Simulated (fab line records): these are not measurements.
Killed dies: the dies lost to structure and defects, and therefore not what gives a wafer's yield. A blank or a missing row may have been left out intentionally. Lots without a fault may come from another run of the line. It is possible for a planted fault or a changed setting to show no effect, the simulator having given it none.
fab line records | flow sky130
[record] lots = 13 | wafers = 39 | last-day = 51
route steps=708 shown VT_ADJUST_LVTN@115 POLY_GATE@230 SD_N@346 METAL1@434
lots with no fault: from the same line, run without faults
start-h: hours from the record's first day to the start of the lot's first wafer shown | wait-h: hours from the lot's prior step to this one | " same as the row above | L1.1+2: several wafers, shown together as one row | - value missing, or start not given | * or withheld: withheld | < > ~ a bound
route shown NAME@n: a module of which the file shows steps, and the number in the route of the first | usual: average and standard deviation across the fault-free wafers | same: alike in all rows | chamber/n: place in a boat | sites: readings site by site | _std_site: the values' standard deviation | _edge_site: the outer-site mean with the inner-site mean subtracted | radius-mm: how far each site lies from the wafer's centre | mask NAME#n: copy n | behind: the tool/chamber that last shaped the wafer | hold: reason for holding the lot/hours on hold/outcome of the hold | device: the n, p or np transistor that did not switch | end of line: the tests these same wafers got at the end of their route | where a step has no rows: the recipe by itself | killed: dies that structure and defects cost at the first sort, which is not the same as the wafer's yield | map: dies across one wafer; x = killed, . = not, _ = none there
set.NAME: the setting the step ran with; set.NAME@STEP: the setting that earlier step ran with | model.NAME: the simulator's own value behind a step, which no gauge read
route steps across a sampled set of lots; one table per step, one row per wafer
services: the hour from which a tool's chamber was out of use, counted from the record's first day as start-h (under 0 if before that day), plus the number of hours and why
[[steps]]
[step SKY_VT_ADJUST_LVTN_OVL_MEAS_18]
[usual] VT_ADJUST_LVTN_01_OVL = -0.5/1.5
lot.wafer | tool       | chamber | start-h | wait-h | VT_ADJUST_LVTN_01_OVL[nm]
L777.1    | overlay-01 | -       | 155.35  | 0.1    | -3.1
L777.3    | "          | -       | "       | "      | -1.9
L777.4    | "          | -       | "       | "      | -3.3
L778.1    | overlay-02 | -       | 163.37  | 0.1    | 0.7
L778.2    | "          | -       | "       | "      | 2.8
L778.5    | "          | -       | "       | "      | 1.1
L779.3    | overlay-02 | -       | 166.60  | 0.1    | 0.3
L779.4    | "          | -       | "       | "      | -1.4
L779.6    | "          | -       | "       | "      | -1.7
L781.1    | overlay-01 | -       | 187.92  | 0.1    | 0.0
L781.2    | "          | -       | "       | "      | -2.3
L781.5    | "          | -       | "       | "      | -0.3
L786.2    | overlay-01 | -       | 217.11  | 0.1    | -0.5
L786.4    | "          | -       | "       | "      | -0.1
L786.6    | "          | -       | "       | "      | -0.3
L789.1    | overlay-02 | -       | 238.72  | 0.1    | 0.5
L789.4    | "          | -       | "       | "      | -3.0
L789.5    | "          | -       | "       | "      | 0.9
L790.3    | overlay-02 | -       | 242.70  | 0.1    | -2.0
L790.5    | "          | -       | "       | "      | -1.6
L790.6    | "          | -       | "       | "      | -1.4
L792.1    | overlay-01 | -       | 259.50  | 0.1    | -1.7
L792.2    | "          | -       | "       | "      | -0.6
L792.6    | "          | -       | "       | "      | -1.7
L794.2    | overlay-01 | -       | 284.21  | 0.1    | 1.9
L794.3    | "          | -       | "       | "      | -0.2
L794.4    | "          | -       | "       | "      | 0.8
L796.3    | overlay-02 | -       | 299.11  | 0.1    | -1.5
L796.4    | "          | -       | "       | "      | -1.5
L796.5    | "          | -       | "       | "      | -1.3
L798.2    | overlay-02 | -       | 311.26  | 0.1    | -0.2
L798.5    | "          | -       | "       | "      | -3.1
L798.6    | "          | -       | "       | "      | 0.2
L799.1    | overlay-02 | -       | 315.34  | 0.1    | -0.7
L799.3    | "          | -       | "       | "      | -1.9
L799.5    | "          | -       | "       | "      | -1.2
L800.1    | overlay-02 | -       | 357.44  | 0.1    | 0.6
L800.2    | "          | -       | "       | "      | 0.1
L800.4    | "          | -       | "       | "      | 0.7
[step SKY_POLY_GATE_ETCH_16]
[recipe] stop-on = poly-Si | chemistry = CH3F/O2 | target = Si3N4 | source-w = 400 | bias-w = 80 | pressure-mtorr = 25 | ch3f-flow-sccm = 40 | O2_flow_sccm = 30 | time-s = 147.5 | target-depth-a = 750
[usual] bias-w = 80.01/0.26 | drypump-motor-current-A = 5.6/0.38 | oes-product-au = 0.638/0.0054 | throttle-valve-pct = 10.535/0.0094
lot.wafer | tool        | chamber | start-h | wait-h | bias-w | drypump-motor-current-A | oes-product-au | rf-hours-counter-h | throttle-valve-pct
L777.1    | rie-diel-04 | 0       | 358.64  | 0.0    | 80.22  | 5.5                     | 0.635          | 98                 | 10.529
L777.3    | "           | 3       | "       | "      | 79.89  | 6.1                     | 0.638          | 97                 | 10.541
L777.4    | "           | 0       | "       | "      | 80.30  | 5.5                     | 0.637          | -                  | 10.536
L778.1    | rie-diel-03 | 1       | 367.73  | 0.0    | 79.89  | 5.7                     | 0.635          | 8                  | 10.553
L778.2    | "           | 2       | "       | "      | 79.58  | 6.0                     | 0.626          | 40                 | 10.545
L778.5    | "           | 3       | "       | "      | 80.18  | 5.9                     | 0.638          | -                  | 10.538
L779.3    | rie-diel-01 | 2       | 369.65  | 0.0    | 80.49  | 5.1                     | 0.640          | 97                 | 10.518
L779.4    | "           | 1       | "       | "      | 80.45  | 5.2                     | 0.644          | -                  | 10.520
L779.6    | "           | 0       | "       | "      | 80.03  | 5.2                     | 0.640          | -                  | 10.539
L781.1    | rie-diel-01 | 1       | 398.19  | 0.0    | 80.40  | 5.3                     | 0.631          | 4                  | 10.530
L781.2    | "           | 3       | "       | "      | 80.11  | 5.9                     | 0.630          | 7                  | 10.529
L781.5    | "           | 0       | "       | "      | 79.79  | 5.2                     | 0.640          | -                  | 10.523
L786.2    | rie-diel-01 | 0       | 443.59  | 0.0    | 79.68  | 5.2                     | 0.648          | 4                  | 10.552
L786.4    | "           | 3       | "       | "      | 79.90  | 6.0                     | 0.640          | 8                  | 10.530
L786.6    | "           | 1       | "       | "      | 79.87  | 5.2                     | 0.637          | -                  | 10.544
L789.1    | rie-diel-04 | 1       | 469.08  | 0.0    | 79.33  | 6.1                     | 0.637          | 11                 | 10.534
L789.4    | "           | 0       | "       | "      | 80.15  | 5.5                     | 0.638          | -                  | 10.532
L789.5    | "           | 2       | "       | "      | 80.28  | 5.5                     | 0.639          | -                  | 10.529
L790.3    | rie-diel-03 | 1       | 478.94  | 0.0    | 79.98  | 5.7                     | 0.632          | 10                 | 10.546
L790.5    | "           | 2       | "       | "      | 79.96  | 6.0                     | 0.640          | -                  | 10.543
L790.6    | "           | 1       | "       | "      | 79.93  | 5.7                     | 0.639          | -                  | 10.535
L792.1    | rie-diel-03 | 0       | 499.69  | 0.0    | 79.68  | 5.1                     | 0.635          | 70                 | 10.543
L792.2    | "           | 2       | "       | "      | 80.19  | 6.0                     | 0.632          | 42                 | 10.532
L792.6    | "           | 2       | "       | "      | 79.59  | 6.0                     | 0.627          | -                  | 10.527
L794.2    | rie-diel-03 | 3       | 530.34  | 0.0    | 79.35  | 5.8                     | 0.635          | 35                 | 10.528
L794.3    | "           | 0       | "       | "      | 79.89  | 5.1                     | 0.635          | 70                 | 10.530
L794.4    | "           | 1       | "       | "      | 79.74  | 5.7                     | 0.639          | 11                 | 10.542
L796.3    | rie-diel-01 | 0       | 546.39  | 0.0    | 79.79  | 5.2                     | 0.638          | 6                  | 10.518
L796.4    | "           | 0       | "       | "      | 79.86  | 5.2                     | 0.646          | -                  | 10.525
L796.5    | "           | 1       | "       | "      | 80.32  | 5.3                     | 0.643          | -                  | 10.520
L798.2    | rie-diel-01 | 1       | 558.08  | 0.0    | 80.00  | 5.2                     | 0.628          | 7                  | 10.525
L798.5    | "           | 3       | "       | "      | 80.13  | 5.9                     | 0.629          | -                  | 10.553
L798.6    | "           | 0       | "       | "      | 80.46  | 5.1                     | 0.642          | -                  | 10.527
L799.1    | rie-diel-03 | 1       | 564.85  | 0.0    | 79.84  | 5.7                     | 0.633          | 12                 | 10.534
L799.3    | "           | 0       | "       | "      | 79.88  | 5.1                     | 0.638          | 71                 | 10.535
L799.5    | "           | 1       | "       | "      | 79.92  | 5.7                     | 0.650          | -                  | 10.550
L800.1    | rie-diel-04 | 0       | 612.28  | 0.0    | 80.00  | 5.5                     | 0.639          | 3                  | 10.528
L800.2    | "           | 2       | "       | "      | 79.82  | 5.5                     | 0.639          | 5                  | 10.521
L800.4    | "           | 3       | "       | "      | 79.92  | 6.1                     | 0.646          | 2                  | 10.536
[step SKY_SD_N_EXPOSE_04]
[recipe] mask-id = NSDM | na = 0.6 | source-shape = conventional | sigma-outer = 0.6 | polarization = unpolarized | target-cd-nm = 380 | dose-mj = 141
[usual] focus-offset-nm = -0.1/0.48
lot.wafer | tool             | chamber | start-h | wait-h | mask      | focus-offset-nm
L777.1    | iline-stepper-01 | 0       | 617.45  | -      | NSDM#0    | 0.2
L777.3    | "                | 0       | "       | "      | NSDM#0    | 0.2
L777.4    | "                | 0       | "       | "      | NSDM#0    | -0.1
L779.3    | iline-stepper-02 | 0       | 629.17  | -      | NSDM#0    | 0.4
L779.4    | "                | 0       | "       | "      | NSDM#0    | 0.0
L779.6    | "                | 0       | "       | "      | NSDM#0    | -0.6
L778.1    | iline-stepper-02 | 0       | 630.10  | -      | NSDM#0    | -0.1
L778.2    | "                | 0       | "       | "      | NSDM#0    | 0.8
L778.5    | "                | 0       | "       | "      | NSDM#0    | 0.7
L781.1    | iline-stepper-02 | 0       | 659.37  | -      | NSDM_R1#0 | -0.1
L781.2    | "                | 0       | "       | "      | NSDM_R1#0 | -0.1
L781.5    | "                | 0       | "       | "      | NSDM_R1#0 | -0.7
L786.2    | iline-stepper-02 | 0       | 700.71  | -      | NSDM#0    | -0.4
L786.4    | "                | 0       | "       | "      | NSDM#0    | 0.6
L786.6    | "                | 0       | "       | "      | NSDM#0    | -0.4
L789.1    | iline-stepper-01 | 0       | 724.02  | -      | NSDM#0    | 0.0
L789.4    | "                | 0       | "       | "      | NSDM#0    | 0.9
L789.5    | "                | 0       | "       | "      | NSDM#0    | -0.7
L790.3    | iline-stepper-02 | 0       | 732.56  | -      | NSDM#0    | 0.3
L790.5    | "                | 0       | "       | "      | NSDM#0    | 0.2
L790.6    | "                | 0       | "       | "      | NSDM#0    | 0.1
L792.1    | iline-stepper-02 | 0       | 750.39  | -      | NSDM#0    | -0.2
L792.2    | "                | 0       | "       | "      | NSDM#0    | 0.0
L792.6    | "                | 0       | "       | "      | NSDM#0    | -0.1
L794.2    | iline-stepper-01 | 0       | 779.61  | -      | NSDM#0    | 0.1
L794.3    | "                | 0       | "       | "      | NSDM#0    | 0.1
L794.4    | "                | 0       | "       | "      | NSDM#0    | 0.0
L796.3    | iline-stepper-01 | 0       | 795.56  | -      | NSDM#0    | -0.2
L796.4    | "                | 0       | "       | "      | NSDM#0    | 0.3
L796.5    | "                | 0       | "       | "      | NSDM#0    | 0.0
L798.2    | iline-stepper-01 | 0       | 807.72  | -      | NSDM#0    | -0.1
L798.5    | "                | 0       | "       | "      | NSDM#0    | -0.4
L798.6    | "                | 0       | "       | "      | NSDM#0    | -0.1
L799.1    | iline-stepper-02 | 0       | 809.37  | -      | NSDM#0    | 0.3
L799.3    | "                | 0       | "       | "      | NSDM#0    | 0.0
L799.5    | "                | 0       | "       | "      | NSDM#0    | -0.8
L800.1    | iline-stepper-02 | 0       | 851.44  | -      | NSDM#0    | -0.4
L800.2    | "                | 0       | "       | "      | NSDM#0    | -0.7
L800.4    | "                | 0       | "       | "      | NSDM#0    | -0.6
[step SKY_SD_N_CD_MEAS_07]
[recipe] target-cd-nm = 380
[usual] cd-nm = 380.0/2.6
lot.wafer | tool      | chamber | start-h | wait-h | cd-nm
L777.1    | cd-sem-02 | -       | 631.65  | 0.1    | 383.1
L777.3    | "         | -       | "       | "      | 382.3
L777.4    | "         | -       | "       | "      | 381.7
L779.3    | cd-sem-02 | -       | 643.44  | 0.1    | 382.2
L779.4    | "         | -       | "       | "      | 383.5
L779.6    | "         | -       | "       | "      | 384.4
L778.1    | cd-sem-02 | -       | 644.30  | 0.1    | 380.6
L778.2    | "         | -       | "       | "      | 383.0
L778.5    | "         | -       | "       | "      | 383.9
L781.1    | cd-sem-01 | -       | 673.39  | 0.1    | 336.2
L781.2    | "         | -       | "       | "      | 334.8
L781.5    | "         | -       | "       | "      | 333.4
L786.2    | cd-sem-02 | -       | 714.24  | 0.1    | 380.0
L786.4    | "         | -       | "       | "      | 383.6
L786.6    | "         | -       | "       | "      | 383.2
L789.1    | cd-sem-01 | -       | 737.44  | 0.1    | 379.3
L789.4    | "         | -       | "       | "      | 380.2
L789.5    | "         | -       | "       | "      | 380.7
L790.3    | cd-sem-02 | -       | 745.21  | 0.1    | 377.8
L790.5    | "         | -       | "       | "      | 377.3
L790.6    | "         | -       | "       | "      | 376.2
L792.1    | cd-sem-02 | -       | 763.44  | 0.1    | 374.2
L792.2    | "         | -       | "       | "      | 370.6
L792.6    | "         | -       | "       | "      | 376.1
L794.2    | cd-sem-01 | -       | 793.44  | 0.1    | 380.7
L794.3    | "         | -       | "       | "      | 377.3
L794.4    | "         | -       | "       | "      | 379.3
L796.3    | cd-sem-01 | -       | 807.83  | 0.1    | 380.1
L796.4    | "         | -       | "       | "      | 381.1
L796.5    | "         | -       | "       | "      | 382.0
L798.2    | cd-sem-01 | -       | 821.41  | 0.1    | 378.3
L798.5    | "         | -       | "       | "      | 378.6
L798.6    | "         | -       | "       | "      | 378.5
L799.1    | cd-sem-01 | -       | 822.52  | 0.1    | 380.2
L799.3    | "         | -       | "       | "      | 379.8
L799.5    | "         | -       | "       | "      | 380.0
L800.1    | cd-sem-02 | -       | 863.17  | 0.1    | 381.9
L800.2    | "         | -       | "       | "      | 378.5
L800.4    | "         | -       | "       | "      | 380.2
[step SKY_METAL1_SPUTTER_00]
[recipe] material = Ti | target-thk-nm = 15 | power-w = 3000 | time-s = 10 | chamber-pressure-pa = 0.4
[usual] throttle-valve-pct = 29.9/0.9
lot.wafer | tool           | chamber | start-h | wait-h | throttle-valve-pct
L777.1    | pvd-sputter-04 | -       | 721.39  | 0.2    | 30.4
L777.3    | "              | -       | "       | "      | 29.2
L777.4    | "              | -       | "       | "      | 30.9
L779.3    | pvd-sputter-01 | -       | 732.86  | 0.1    | 31.2
L779.4    | "              | -       | "       | "      | 31.7
L779.6    | "              | -       | "       | "      | 28.1
L778.1    | pvd-sputter-04 | -       | 735.68  | 0.1    | 29.1
L778.2    | "              | -       | "       | "      | 30.9
L778.5    | "              | -       | "       | "      | 30.2
L781.1    | pvd-sputter-02 | -       | 763.08  | 0.2    | 29.1
L781.2    | "              | -       | "       | "      | 29.7
L781.5    | "              | -       | "       | "      | 30.5
L786.2    | pvd-sputter-04 | -       | 801.10  | 0.2    | 28.9
L786.4    | "              | -       | "       | "      | 29.6
L786.6    | "              | -       | "       | "      | 28.7
L789.1    | pvd-sputter-02 | -       | 824.53  | 0.1    | 29.5
L789.4    | "              | -       | "       | "      | 30.5
L789.5    | "              | -       | "       | "      | 29.8
L790.3    | pvd-sputter-04 | -       | 831.48  | 0.2    | 31.0
L790.5    | "              | -       | "       | "      | 28.9
L790.6    | "              | -       | "       | "      | 30.4
L792.1    | pvd-sputter-04 | -       | 848.94  | 0.1    | 30.8
L792.2    | "              | -       | "       | "      | 29.0
L792.6    | "              | -       | "       | "      | 30.8
L794.2    | pvd-sputter-02 | -       | 878.93  | 0.1    | 29.0
L794.3    | "              | -       | "       | "      | 29.6
L794.4    | "              | -       | "       | "      | 30.6
L796.3    | pvd-sputter-02 | -       | 891.98  | 0.1    | 30.0
L796.4    | "              | -       | "       | "      | 29.7
L796.5    | "              | -       | "       | "      | 28.8
L798.2    | pvd-sputter-04 | -       | 905.57  | 0.1    | 29.5
L798.5    | "              | -       | "       | "      | 29.1
L798.6    | "              | -       | "       | "      | 29.3
L799.1    | pvd-sputter-01 | -       | 907.39  | 0.1    | 30.8
L799.3    | "              | -       | "       | "      | 32.1
L799.5    | "              | -       | "       | "      | 31.6
L800.1    | pvd-sputter-02 | -       | 944.88  | 0.2    | 30.2
L800.2    | "              | -       | "       | "      | 30.3
L800.4    | "              | -       | "       | "      | 29.6
[[services]]
tool             | chamber | start-h | hours | kind
rie-diel-03      | 0       | 339.34  | 4.8   | repair
rie-diel-03      | -       | 352.61  | 2.8   | pm
rie-diel-01      | 3       | 366.54  | 9.3   | repair
pvd-sputter-02   | -       | 386.49  | 52.4  | repair
rie-diel-03      | 0       | 407.09  | 3.6   | repair
rie-diel-03      | 2       | 447.76  | 11.5  | repair
iline-stepper-02 | -       | 475.22  | 1.7   | pm
rie-diel-01      | 3       | 483.23  | 24.2  | repair
pvd-sputter-04   | -       | 488.55  | 6.7   | repair
rie-diel-03      | 1       | 489.10  | 4.3   | repair
rie-diel-03      | 0       | 509.13  | 2.6   | repair
rie-diel-03      | 1       | 520.50  | 5.3   | repair
iline-stepper-01 | -       | 523.85  | 1.7   | pm
rie-diel-01      | 3       | 544.56  | 11.5  | repair
pvd-sputter-04   | -       | 571.16  | 1.1   | repair
iline-stepper-02 | -       | 609.21  | 4.6   | repair
iline-stepper-02 | -       | 635.95  | 4.4   | repair
iline-stepper-02 | -       | 640.91  | 6.1   | repair
iline-stepper-02 | -       | 678.99  | 4.4   | pm
iline-stepper-02 | -       | 693.40  | 1.7   | pm
pvd-sputter-04   | -       | 810.02  | 5.7   | repair
iline-stepper-02 | -       | 893.03  | 1.5   | repair
pvd-sputter-04   | -       | 910.19  | 11.4  | repair
iline-stepper-02 | -       | 911.58  | 1.7   | pm
[[key]]
[first-sign] step = SKY_SD_N_EXPOSE_04 | reading = mask | direction = changed
[effect] step = SKY_SD_N_CD_MEAS_07 | reading = cd-nm | direction = down | sigmas = 18 | usual = 380.0 | struck = 334.8
met-at SKY_SD_N_EXPOSE_04
struck-lots L781
sort-left-out L781.1,L781.2,L781.5
tester-left-out L781
not-acting-at SKY_VT_ADJUST_LVTN_OVL_MEAS_18,SKY_POLY_GATE_ETCH_16,SKY_METAL1_SPUTTER_00
onset-between 630.10 659.37
[fault] kind = wrong-mask | tool = any | chamber = - | onset-h = 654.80 | steps = SKY_SD_N_EXPOSE_04 | aux-copy = NSDM_R1#0 | cd-offset-nm = -46 | scope = struck-lots-only
// tester-left-out: of these lots the tester's yield and bins aren't shown, on N5 and GAA mostly nor the transistor test; their killed dies are dies lost to structure and defects alone, not to doping, threshold or leakage, so they don't give the yield
// sort-left-out: the simulated sort isn't trusted on such a fault, so these wafers' sort isn't shown, and their yield isn't known
